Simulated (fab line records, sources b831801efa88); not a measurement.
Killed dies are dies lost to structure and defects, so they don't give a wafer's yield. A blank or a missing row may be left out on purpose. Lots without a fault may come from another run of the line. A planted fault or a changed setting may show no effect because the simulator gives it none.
Which tool did it? | flow gf180mcu | 13 lots, 39 wafers sampled, at 4 steps of a route of 602

WHAT THE GAUGES READ, wafer by wafer
GF_M4_RS_MEAS_05: measures by four-point-probe. Usual: M4_ALCU_RS 0.0690 ohm/sq, standard deviation 0.00078.
lot  | measured     | on            | M4_ALCU_RS (ohm/sq)  | flag
L794 | day 22 10:52 | film_metro-03 | 0.0681 0.0696 0.0685 |
L795 | day 22 23:09 | film_metro-01 | 0.0696 0.0682 0.0692 |
L796 | day 23 08:43 | film_metro-03 | 0.0688 0.0686 0.0689 |
L798 | day 23 20:29 | film_metro-03 | 0.0690 0.0680 0.0695 |
L799 | day 24 02:12 | film_metro-04 | 0.0694 0.0680 0.0688 |
L800 | day 24 11:51 | film_metro-01 | 0.0691 0.0674 0.0684 |
L801 | day 24 18:03 | film_metro-03 | 0.0691 0.0682 0.0692 |
L805 | day 26 13:52 | film_metro-01 | 0.0682 0.0690 0.0695 |
L810 | day 28 22:25 | film_metro-04 | 0.0693 0.0692 0.0704 |
L812 | day 29 12:48 | film_metro-04 | 0.0698 0.0697 0.0695 |
L813 | day 29 15:20 | film_metro-01 | 0.0678 0.0676 0.0670 |
L815 | day 30 02:08 | film_metro-01 | 0.0693 0.0702 0.0694 |
L816 | day 30 02:41 | film_metro-01 | 0.0707 0.0707 0.0706 |

GF_V4_BOW_MEAS_05. Usual: V4_BOW 135 um, standard deviation 9.3.
lot  | measured     | on            | V4_BOW (um) | flag
L794 | day 23 10:29 | film_metro-03 | 157 138 134 |
L795 | day 23 23:46 | film_metro-04 | 133 133 140 |
L796 | day 24 08:21 | film_metro-03 | 156 137 141 |
L798 | day 24 19:49 | film_metro-04 | 135 135 138 |
L799 | day 25 01:31 | film_metro-02 | 124 124 146 |
L800 | day 25 10:50 | film_metro-03 | 127 135 128 |
L801 | day 25 16:28 | film_metro-03 | 137 133 147 |
L805 | day 27 11:37 | film_metro-04 | 124 135 131 |
L810 | day 29 18:36 | film_metro-03 | 129 143 156 |
L812 | day 30 08:21 | film_metro-04 | 142 139 140 |
L813 | day 30 11:08 | film_metro-03 | 127 123 133 |
L815 | day 30 21:10 | film_metro-03 | 139 131 146 |
L816 | day 30 21:19 | film_metro-03 | 120 134 139 |

WHICH TOOL RAN EACH LOT (tool, then ch and the chambers of the sampled wafers, then the start)
lot  | GF_V3_CVD_23                  | GF_V4_CMP_04
L794 | cvd_w-02 ch 0,1, day 22 10:02 | cmp-01 ch 0,1,2, day 23 10:14
L795 | cvd_w-02 ch 0,1, day 22 22:20 | cmp-01 ch 1,2,3, day 23 23:28
L796 | cvd_w-01 ch 0,1, day 23 07:54 | cmp-01 ch 1,2,3, day 24 08:07
L798 | cvd_w-01 ch 0,1, day 23 19:38 | cmp-02 ch 0,3, day 24 19:32
L799 | cvd_w-01 ch 0,1, day 24 01:22 | cmp-02 ch 0,1, day 25 01:12
L800 | cvd_w-01 ch 0,1, day 24 11:02 | cmp-02 ch 0,1,3, day 25 10:32
L801 | cvd_w-02 ch 0,1, day 24 17:14 | cmp-01 ch 1,2, day 25 16:10
L805 | cvd_w-01 ch 0,1, day 26 13:04 | cmp-01 ch 0,1,3, day 27 11:19
L810 | cvd_w-01 ch 0,1, day 28 21:35 | cmp-02 ch 0,1,3, day 29 18:18
L812 | cvd_w-02 ch 0,1, day 29 11:58 | cmp-01 ch 0,1,2, day 30 08:02
L813 | cvd_w-01 ch 0,1, day 29 14:30 | cmp-01 ch 0,1,2, day 30 10:49
L815 | cvd_w-02 ch 0,1, day 30 01:19 | cmp-01 ch 1,3, day 30 20:55
L816 | cvd_w-01 ch 0,1, day 30 01:52 | cmp-02 ch 0,1,2, day 30 21:01
- GF_V3_CVD_23: deposits W, target thk 350 nm, time 104.9 s.
- GF_V4_CMP_04: polishes SiO2.

WHAT THE TOOLS THEMSELVES READ (means of the sampled wafers that have a number; where no wafer has one, the mark that the record gives instead)
GF_V3_CVD_23. Usual: chamber_pressure_Torr 40.00 Torr, standard deviation 0.091; heater_power_w 908 W, standard deviation 69.
lot  | tool     | chamber_pressure_Torr (Torr) | heater_power_w (W) | flag
L794 | cvd_w-02 | 39.96                        | 939                |
L795 | cvd_w-02 | 39.97                        | 886                |
L796 | cvd_w-01 | 40.09                        | 916                |
L798 | cvd_w-01 | 40.01                        | 876                |
L799 | cvd_w-01 | 40.03                        | 916                |
L800 | cvd_w-01 | 40.00                        | 880                |
L801 | cvd_w-02 | 40.06                        | 889                |
L805 | cvd_w-01 | 39.96                        | 922                |
L810 | cvd_w-01 | 39.88                        | 896                |
L812 | cvd_w-02 | 39.95                        | 960                |
L813 | cvd_w-01 | 39.96                        | 878                |
L815 | cvd_w-02 | 40.05                        | 912                |
L816 | cvd_w-01 | 39.99                        | 869                |

GF_V4_CMP_04. Usual: motor_current_A 11.7 A, standard deviation 1.6; slurry_filter_dp_kPa 13.50 kPa, standard deviation 0.14; slurry_flow_ml_min 149.9, standard deviation 0.45; time_to_endpoint_s 82 s, standard deviation 6.
lot  | tool   | motor_current_A (A) | slurry_filter_dp_kPa (kPa) | slurry_flow_ml_min | time_to_endpoint_s (s) | flag
L794 | cmp-01 | 11.3                | 13.55                      | 149.9              | 78                     |
L795 | cmp-01 | 11.3                | 13.43                      | 150.0              | 87                     |
L796 | cmp-01 | 11.3                | 13.52                      | 150.5              | 78                     |
L798 | cmp-02 | 11.6                | 13.58                      | 150.4              | 72                     |
L799 | cmp-02 | 13.7                | 13.47                      | 149.6              | 85                     |
L800 | cmp-02 | 12.3                | 13.67                      | 150.0              | 77                     |
L801 | cmp-01 | 11.6                | 13.46                      | 150.0              | 77                     |
L805 | cmp-01 | 10.3                | 13.53                      | 150.3              | 44                     | OFF
L810 | cmp-02 | 12.5                | 13.57                      | 149.6              | 79                     |
L812 | cmp-01 | 11.5                | 13.43                      | 150.1              | 88                     |
L813 | cmp-01 | 11.6                | 13.35                      | 149.8              | 82                     |
L815 | cmp-01 | 10.1                | 13.40                      | 150.0              | 87                     |
L816 | cmp-02 | 13.0                | 13.30                      | 150.0              | 81                     |

THE ANSWER, worked out from the rows above alone
Rule: a lot is off if the mean of its wafers that have a number lies more than 3 standard deviations from the usual mean. A lot without any number at a reading at which 4 lots or more have one is off too. The other lots that the step has rows for count as sound. The gauges are gone through in route order, then the tools' own readings, and for those a lot's mean is taken as printed above. The first step at which some lot is off is used, and at that step the reading that is off furthest; a lot without a number counts as furthest.
Off: L805, at GF_V4_CMP_04 (time_to_endpoint_s).
A tool fits if, at that step or a process step before it, it ran every lot that is off, and no sound lot after the first of them. None of those tried fits.

WHAT THE SIMULATOR HAD PUT IN
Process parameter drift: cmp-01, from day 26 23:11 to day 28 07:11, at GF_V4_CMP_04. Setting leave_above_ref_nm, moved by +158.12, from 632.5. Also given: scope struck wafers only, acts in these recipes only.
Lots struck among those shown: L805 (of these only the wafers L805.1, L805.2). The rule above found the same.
